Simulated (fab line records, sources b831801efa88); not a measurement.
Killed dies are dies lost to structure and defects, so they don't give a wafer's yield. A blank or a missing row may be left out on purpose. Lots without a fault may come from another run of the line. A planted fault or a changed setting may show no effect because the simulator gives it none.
A struck lot beside a sound one | flow gf180mcu | 15 steps out of a route of 602
Sound: wafers L785.2, L785.4, L785.5. Struck: wafer L793.2. (L793.3, L793.4 of the same lot were not struck and are left out.) The cause comes at the end.
At each step with rows: each side's tool, then ch and its chambers, then its first start. Under that, the readings that differ: sound wafers | struck wafers | difference of the means | sigmas: that difference in standard deviations of wafers without a fault.
alike: readings whose means differ by less than 2 such deviations, and words and numbers that are the same on both sides. not compared: withheld readings, readings that some wafer has no value for, bounds like >300 that may hide the same value, and numbers for which the record gives no deviation and whose values overlap.
The two part at a step that has a row with sigmas, a row that says differs or no value, or rows on one side only. Numbers that don't overlap but have no deviation are shown without sigmas and don't part them. A reading that every wafer of one side lacks parts them only if that side has two wafers or more.

first, 2 steps without rows for these wafers: GF_V3_ETCH_16 (etches BARC in N2/H2); GF_V3_ETCH_17 (etches SiO2 in C4F8/O2/Ar, stops on TiN, target depth 635 nm).
GF_V3_STRIP_18: strips in O2/N2.
  sound on plasma_asher-01 ch 0,1, day 22 19:49; struck on plasma_asher-01 ch 1, day 25 18:27
  alike: drypump_motor_current_A, heater_power_w, oes_product_au, platen_temp_c
  not compared: rf_hours_counter_h
then, 2 steps without rows for these wafers: GF_V3_STRIP_19 (strips in post etch residue remover, time 1200 s); GF_V3_CLEAN_20 (cleans in DIW).
GF_V3_SPUTTER_21: material Ti, target thk 15 nm, time 80.02 s.
  sound on pvd_sputter-01, day 22 20:22; struck on pvd_sputter-01, day 25 19:01
  alike: substrate_temp_c, throttle_valve_pct
GF_V3_SPUTTER_22: material TiN, target thk 10 nm, time 40 s.
  sound on pvd_sputter-01, day 22 20:25; struck on pvd_sputter-01, day 25 19:05
  alike: throttle_valve_pct
GF_V3_CVD_23: deposits W, target thk 350 nm, time 104.9 s.
  sound on cvd_w-01 ch 0, day 22 20:28; struck on cvd_w-02 ch 1, day 25 19:07
  reading            | sound       | struck | difference | sigmas
  heater_power_w (W) | 988 931 930 | 788    | -162       | -3
GF_V3_RS_MEAS_24: measures by four-point-probe.
  sound on film_metro-02, day 22 20:36; struck on film_metro-03, day 25 19:15
  alike: V3_W_RS
GF_V3_THK_MEAS_25: measures by xrf.
  sound on film_metro-02, day 22 20:43; struck on film_metro-03, day 25 19:22
  alike: V3_W_THK
GF_V3_CMP_26: polishes, stops on SiO2, t overpolish 15 s, target thk 0 nm.
  sound on cmp-02 ch 2,3, day 22 20:46; struck on cmp-01 ch 2, day 25 19:28
  alike: motor_current_A, overpolish_run_s, time_to_endpoint_s
then, 1 step without rows for these wafers: GF_M4_SPUTTER_00 (material Ti, target thk 37.5 nm, time 150 s).
GF_M4_SPUTTER_01: material TiN, target thk 30 nm, time 25 s.
  sound on pvd_sputter-04, day 22 21:10; struck on pvd_sputter-02, day 25 19:49
  reading                                | sound             | struck | difference | sigmas
  model.TiN_of_M4_SPUTTER_01.thk_nm (nm) | 30.06 30.36 30.35 | 26.71  | -3.55      |
  alike: throttle_valve_pct
then, 2 steps without rows for these wafers: GF_M4_SPUTTER_02 (material AlCu, target thk 450 nm, time 23.9 s); GF_PASSIVATION_PROBE_99.

WHERE THEY PART
Only at GF_V3_CVD_23, within this record. Later steps at which nothing parts them and some readings are alike: GF_V3_RS_MEAS_24, GF_V3_THK_MEAS_25, GF_V3_CMP_26, GF_M4_SPUTTER_01.

WHY: what the simulator had put in
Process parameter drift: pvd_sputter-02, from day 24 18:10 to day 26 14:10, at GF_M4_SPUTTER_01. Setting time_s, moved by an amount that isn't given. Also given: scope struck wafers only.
